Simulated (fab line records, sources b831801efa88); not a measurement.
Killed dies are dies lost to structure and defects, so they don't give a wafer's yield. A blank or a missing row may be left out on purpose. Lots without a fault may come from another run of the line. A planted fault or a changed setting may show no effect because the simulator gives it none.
A struck lot beside a sound one | flow gf180mcu | 16 steps out of a route of 602
Sound: wafers L665.1, L665.3, L665.4. Struck: wafer L652.6. (L652.2, L652.5 of the same lot were not struck and are left out.) The cause comes at the end.
At each step with rows: each side's tool, then ch and its chambers, then its first start. Under that, the readings that differ: sound wafers | struck wafers | difference of the means | sigmas: that difference in standard deviations of wafers without a fault.
alike: readings whose means differ by less than 2 such deviations, and words and numbers that are the same on both sides. not compared: withheld readings, readings that some wafer has no value for, bounds like >300 that may hide the same value, and numbers for which the record gives no deviation and whose values overlap.
The two part at a step that has a row with sigmas, a row that says differs or no value, or rows on one side only. Numbers that don't overlap but have no deviation are shown without sigmas and don't part them. A reading that every wafer of one side lacks parts them only if that side has two wafers or more.

GF_STI_THK_MEAS_02:
  sound on film_metro-04, day 5 10:43; struck on film_metro-02, day 2 18:35
  alike: STI_OXIDATION_THK
then, 1 step without rows for these wafers: GF_STI_CVD_03 (deposits Si3N4 from DCS/NH3, target thk 207.16 nm, time 3551 s).
GF_STI_THK_MEAS_04:
  sound on film_metro-01, day 5 12:46; struck on film_metro-02, day 2 20:38
  alike: STI_CVD_03_THK
then, 7 steps without rows for these wafers: GF_STI_DEHYDRATE_05 (time 60 s); GF_STI_HMDS_06 (prime time 60 s); GF_STI_COAT_07 (resist thk 700 nm); GF_STI_SOFTBAKE_08 (time 60 s); GF_STI_EXPOSE_09 (exposes mask COMP, target cd 220 nm); GF_STI_PEB_10 (peb time 90 s); GF_STI_DEVELOP_11 (develop time 60 s).
GF_STI_CD_MEAS_12: target cd 220 nm.
  sound on cd_sem-01, day 6 03:47; struck on cd_sem-02, day 3 09:28
  alike: cd_nm
GF_STI_ETCH_13: etches the open film in CHF3/O2, stops on Si, target depth 282.31 nm, time 112.9 s.
  sound on rie_diel-04 ch 0,1,3, day 6 03:55; struck on rie_diel-01 ch 2, day 3 09:34
  alike: drypump_motor_current_A, oes_product_au, run_length_s, throttle_valve_pct
  not compared: rf_hours_counter_h
GF_STI_ETCH_14: etches Si in HBr/Cl2/O2, target depth 360 nm, time 102.9 s.
  sound on rie_si-02 ch 0,1,2, day 6 03:59; struck on rie_si-01 ch 2, day 3 09:38
  reading                              | sound             | struck | difference | sigmas
  run_length_s (s)                     | 131.0 131.3 130.7 | 88.0   | -43.0      | -99 or more
  model.etch.depth_nm (nm)             | 372.9 356.8 361.5 | 208.6  | -155.1     |
  model.STI.feature_depth_nm (nm)      | 372.9 356.8 361.5 | 208.6  | -155.1     |
  model.KrF_of_STI_COAT_07.thk_nm (nm) | 313.6 311.5 313.4 | 364.3  | +51.5      |
  alike: drypump_motor_current_A, oes_product_au, throttle_valve_pct
  not compared: rf_hours_counter_h
GF_STI_STRIP_15: strips in O2/N2.
  sound on plasma_asher-03 ch 0,1, day 6 04:04; struck on plasma_asher-04 ch 1, day 3 09:43
  reading                      | sound             | struck | difference | sigmas
  oes_product_au (a.u.)        | 0.385 0.380 0.380 | 0.404  | +0.022     | +5
  strip_time_to_endpoint_s (s) | 3.67 3.64 3.68    | 4.19   | +0.53      | +11
  alike: drypump_motor_current_A, heater_power_w
  not compared: rf_hours_counter_h
then, 1 step without rows for these wafers: GF_STI_CLEAN_16 (cleans in dHF, time 25 s).
-- the record jumps here: 28 days lie between the struck wafers' starts before and after (it left off in module STI and takes up again in module PASSIVATION, whose first step shown is number 602 of the route) --
GF_PASSIVATION_PROBE_99:
  sound on prober-02, day 34 09:19; struck on prober-01, day 31 14:59
  reading                                 | sound                        | struck | difference | sigmas
  model.etest.pwell_in_dnwell.line_ohm_um | 4138 3869 3967               | 3038   | -953       |
  model.etest.ldpmos_10p0.r_on_ohm_um     | 1.132e+04 1.123e+04 1.13e+04 | 9963   | -1320      |
  model.etest.pwell_in_dnwell.rs_ohm_sq   | 2459 2348 2362               | 1836   | -554       |
  model.etest.ldnmos_10p0.r_on_ohm_um     | 3790 3737 3742               | 3118   | -638       |
  model.etest.p_drift.rs_ohm_sq           | 2465 2336 2394               | 1902   | -496       |
  model.etest.n_drift.rs_ohm_sq           | 1188 1119 1150               | 844.7  | -307.6     |
  model.etest.nwell.line_ohm_um           | 1166 1136 1144               | 892.4  | -256.3     |
  model.etest.nwell.rs_ohm_sq             | 1010 970 986                 | 764.5  | -224.2     |

WHERE THEY PART
First at GF_STI_ETCH_14; last, within this record, at GF_STI_STRIP_15.

WHY: what the simulator had put in
Process parameter drift: rie_si-01, from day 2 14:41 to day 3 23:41, at GF_STI_ETCH_14. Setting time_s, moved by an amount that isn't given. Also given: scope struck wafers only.
